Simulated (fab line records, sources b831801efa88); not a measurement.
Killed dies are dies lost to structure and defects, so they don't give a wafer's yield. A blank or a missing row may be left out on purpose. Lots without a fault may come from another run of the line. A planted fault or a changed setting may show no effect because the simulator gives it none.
Chamber matching | flow sky130 | SKY_VIA3_CMP_24 on cmp-01: 4 sister chambers
The step polishes, stops on SiO2, t overpolish 20 s, target thk 0 nm. 16 wafers are shown with their chamber, then 8 later ones without.

WAFERS WITH THEIR CHAMBER
wafer  | chamber | motor_current_A (A) | overpolish_run_s (s) | time_to_endpoint_s (s)
L161.2 | 2       | 11.7                | 20.004               | 95.8
L161.3 | 1       | 11.6                | 20.011               | 96.8
L161.6 | 2       | 11.8                | 19.996               | 95.9
L165.1 | 1       | 11.5                | 20.001               | 96.0
L165.3 | 0       | 9.6                 | 19.990               | 91.6
L165.4 | 2       | 11.4                | 19.999               | 92.8
L166.2 | 2       | 11.5                | 20.015               | 93.2
L166.5 | 3       | 11.6                | 19.991               | 97.4
L166.6 | 0       | 8.9                 | 20.000               | 96.0
L167.2 | 2       | 11.1                | 19.993               | 90.6
L167.5 | 3       | 11.9                | 20.002               | 90.1
L167.6 | 0       | 9.2                 | 20.011               | 90.8
L169.1 | 0       | 10.1                | 20.002               | 94.1
L169.3 | 2       | 10.9                | 20.000               | 93.7
L169.5 | 3       | 11.2                | 19.984               | 94.8
L170.1 | 0       | 9.2                 | 19.988               | 94.2

SIGNATURES (means of the wafers above)
reading            | chamber 0 | chamber 1 | chamber 2 | chamber 3 | scatter within a chamber
motor_current_A    | 9.400     | 11.550    | 11.400    | 11.567    | 0.378
overpolish_run_s   | 19.99820  | 20.00600  | 20.00117  | 19.99233  | 0.0085
time_to_endpoint_s | 93.340    | 96.400    | 93.667    | 94.100    | 2.34
Rule: a wafer's distance from a chamber is the root of the sum, over the readings, of the square of ((its reading less the chamber's mean) divided by the reading's scatter). The wafer belongs to the nearest chamber; if the next one is less than 2 further off, it can't be placed. The scatter: the root of (the sum of the squares of (reading less its chamber's mean) over the shown wafers, divided by (wafers less chambers)).

WAFERS WITHOUT THEIR CHAMBER
wafer  | motor_current_A (A) | overpolish_run_s (s) | time_to_endpoint_s (s)
L170.4 | 11.4                | 20.003               | 95.6
L170.6 | 11.1                | 19.993               | 93.1
L179.1 | 10.9                | 20.010               | 92.7
L179.4 | 10.9                | 20.009               | 92.9
L179.6 | 11.3                | 19.997               | 92.5
L181.1 | 11.2                | 19.994               | 88.7
L181.5 | 11.2                | 20.011               | 91.2
L181.6 | 11.3                | 19.990               | 89.7

WHICH CHAMBER EACH WENT THROUGH
wafer  | from the rows above          | in truth
L170.4 | can't be placed: 1 or 2 or 3 | 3
L170.6 | can't be placed: 2 or 3 or 1 | 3
L179.1 | can't be placed: 2 or 1 or 3 | 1
L179.4 | can't be placed: 2 or 1 or 3 | 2
L179.6 | can't be placed: 2 or 3 or 1 | 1
L181.1 | can't be placed: 2 or 3 or 1 | 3
L181.5 | can't be placed: 2 or 1 or 3 | 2
L181.6 | can't be placed: 3 or 2 or 1 | 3
Placed correctly: 0 of 8. Can't be placed from these rows: 8 (the true chamber is among the candidates in 8). Placed wrongly: 0.
